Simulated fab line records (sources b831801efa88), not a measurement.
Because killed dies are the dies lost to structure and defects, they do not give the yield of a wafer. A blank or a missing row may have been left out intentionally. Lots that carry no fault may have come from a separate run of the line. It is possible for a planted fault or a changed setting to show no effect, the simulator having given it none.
Struck lot and sound lot, side by side | flow sky130 | 15 out of 708 route steps
Sound: the wafers L638.2, L638.3, L638.6. Wafers L653.1, L653.4, L653.6 were the ones struck. Last of all comes the cause.
At each step with rows: each side's tool, then ch and its chambers, then its first start. Under that, the readings that differ: sound wafers | struck wafers | difference of the means | sigmas: that difference in standard deviations of wafers without a fault.
alike: readings whose means differ by less than 2 such deviations, and words and numbers that are the same on both sides. not compared: withheld readings, readings that some wafer has no value for, bounds like >300 that may hide the same value, and numbers for which the record gives no deviation and whose values overlap.
A row with sigmas, a row that says differs or no value, or rows on one side alone: a step with any of these is where the two part. When numbers do not overlap yet have no deviation, they are printed without sigmas and do not part them. Lack of a reading on every wafer of one side parts them only where that side has two or more wafers.

SKY_SONOS_ONO_CD_MEAS_13 targets a cd of 410 nm.
  struck on cdSem-02, day 19 07:55; sound on cdSem-01, day 14 09:20
  alike: cdNm
SKY_SONOS_ONO_OVL_MEAS_14:
  struck on overlay-02, day 19 08:02; sound on overlay-02, day 14 09:26
  alike: SONOS_ONO_OVL
SKY_SONOS_ONO_ETCH_15: etches the open film in CHF3/O2, target depth 19.52 nm, time 7.8 s.
  sound on rieDiel-01 ch 0,2, day 14 09:28; struck on rieDiel-02 ch 0,1,2, day 19 08:04
  alike: chf3FlowSccm, drypumpMotorCurrentA, oesProductAu, rfFwdPowerW, throttleValvePct
  not compared: rfHoursCounterH
then, 1 step without rows for these wafers: SKY_SONOS_ONO_WET_ETCH_16 (etches SiO2 in dHF, target depth 14 nm, time 280 s).
SKY_SONOS_ONO_STRIP_17: strips in O2/N2.
  sound on plasmaAsher-04 ch 0,1, day 14 09:35; struck on plasmaAsher-01 ch 0,1, day 19 08:11
  alike: drypumpMotorCurrentA, o2FlowSccm, oesProductAu, stripTimeToEndpointS
  not compared: rfHoursCounterH
then, 3 steps without rows for these wafers: SKY_SONOS_ONO_WET_ETCH_18 (etches Si3N4 in H3PO4, target depth 15 nm, time 172 s); SKY_GATE_OXIDE_CLEAN_00 (cleans in SC1/SC2, time 150 s); SKY_GATE_OXIDE_OXIDATION_01 (stabilise 600 s, purge 300 s, target thk 10.268 nm).
SKY_GATE_OXIDE_THK_MEAS_02:
  struck on filmMetro-01, day 19 10:23; sound on filmMetro-01, day 14 12:07
  alike: GATE_OXIDE_OXIDATION_00_THK
then, 3 steps without rows for these wafers: SKY_GATE_OXIDE_DEHYDRATE_03 (time 60 s); SKY_GATE_OXIDE_HMDS_04 (prime time 60 s); SKY_GATE_OXIDE_COAT_05 (resist thk 1140 nm).
SKY_GATE_OXIDE_SOFTBAKE_06: time 60 s.
  sound on lithoTrack-04 ch 0, day 15 01:10; struck on lithoTrack-04 ch 0, day 20 02:03
reading               | sound             | struck            | difference | sigmas
heaterPowerTotalW (W) | 56.61 56.63 56.55 | 60.31 60.40 60.34 | +3.75      | +89
runLengthS (s)        | 89.25 89.19 89.48 | 78.91 79.10 78.93 | -10.33     | -74
then, 1 step without rows for these wafers: SKY_GATE_OXIDE_EXPOSE_07 (exposes mask LVOM, target cd 600 nm).
-- a jump in the record: the struck wafers' starts before and after are 30 days apart (it breaks off in module GATE_OXIDE and resumes in module PAD_OPEN, where the first step shown is number 708 of the route) --
SKY_PAD_OPEN_PROBE_99:
  struck on prober-02, day 50 11:12; sound on prober-01, day 47 04:22
  alike: killed_at_M0_to_M3, killed_at_M4_up, killedAtContacts, killedAtFrontEnd, killedAtOther, killedDies, killedOpen, killedShort

== WHERE THEY PART ==
SKY_GATE_OXIDE_SOFTBAKE_06 only, going by this record. Later steps at which nothing parts them and some readings are alike: SKY_PAD_OPEN_PROBE_99.

WHY: what had been put in by the simulator
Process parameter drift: lithoTrack-04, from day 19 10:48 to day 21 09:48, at SKY_GATE_OXIDE_SOFTBAKE_06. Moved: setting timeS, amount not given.
